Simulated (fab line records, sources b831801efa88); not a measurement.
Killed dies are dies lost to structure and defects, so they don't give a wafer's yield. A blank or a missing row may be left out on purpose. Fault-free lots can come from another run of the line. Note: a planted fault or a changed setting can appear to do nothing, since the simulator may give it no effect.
Chamber matching	flow sky130	SKY_FIELD_ISO_ETCH_17 on rie si-01 has 4 sister chambers
The step etches Si in HBr/Cl2/O2, target depth 342 nm, time 97.7 s. 16 wafers are shown with their chamber, then 8 later ones without.

WAFERS PAIRED WITH THEIR CHAMBERS
wafer	chamber	drypump motor current A (A)	oes product au (a.u.)	throttle valve pct (%)
L783.2	2	6.6	0.993	25.655
L783.3	3	5.3	0.990	25.667
L783.6	3	5.3	1.009	25.666
L784.2	2	6.6	0.993	25.667
L784.4	0	5.1	1.017	25.653
L784.5	3	5.3	1.000	25.665
L787.1	0	5.2	1.011	25.638
L787.2	3	5.3	1.007	25.642
L787.3	2	6.6	0.990	25.660
L789.4	2	6.6	1.008	25.655
L789.5	1	5.7	0.988	25.656
L789.6	2	6.6	1.017	25.639
L790.1	0	5.2	1.023	25.641
L790.2	3	5.3	0.998	25.672
L790.3	1	5.7	0.993	25.661
L792.2	1	5.8	0.988	25.659

SIGNATURES (averages over the wafers above)
reading	chamber 0	chamber 1	chamber 2	chamber 3	scatter within a chamber
drypump motor current A	5.167	5.733	6.600	5.300	0.0333
oes product au	1.01700	0.98967	1.00020	1.00080	0.00852
throttle valve pct	25.64400	25.65867	25.65520	25.66240	0.00963
Rule: for each reading, subtract the chamber's mean from the wafer's reading, divide by that reading's scatter and square the result; add these up over the readings and take the root, which gives the wafer's distance from the chamber. The wafer belongs to the nearest chamber; if the next one is less than 2 further off, it can't be placed. The scatter: the root of (the sum of the squares of (reading less its chamber's mean) over the shown wafers, divided by (wafers less chambers)).

WAFERS WITHOUT THEIR CHAMBER
wafer	drypump motor current A (A)	oes product au (a.u.)	throttle valve pct (%)
L792.4	5.2	1.018	25.635
L792.6	5.7	0.996	25.642
L801.1	5.7	1.006	25.642
L801.2	5.2	1.025	25.649
L801.4	6.6	0.997	25.655
L802.1	5.7	0.998	25.654
L802.5	5.2	1.013	25.632
L802.6	5.7	1.006	25.660

EACH ONE'S CHAMBER
wafer	from the rows above	in truth
L792.4	0	0
L792.6	1	1
L801.1	1	1
L801.2	0	0
L801.4	2	2
L802.1	1	1
L802.5	0	0
L802.6	1	1
Placed correctly: 8 of 8. Left unplaced by these rows: 0. Placed wrongly: 0.
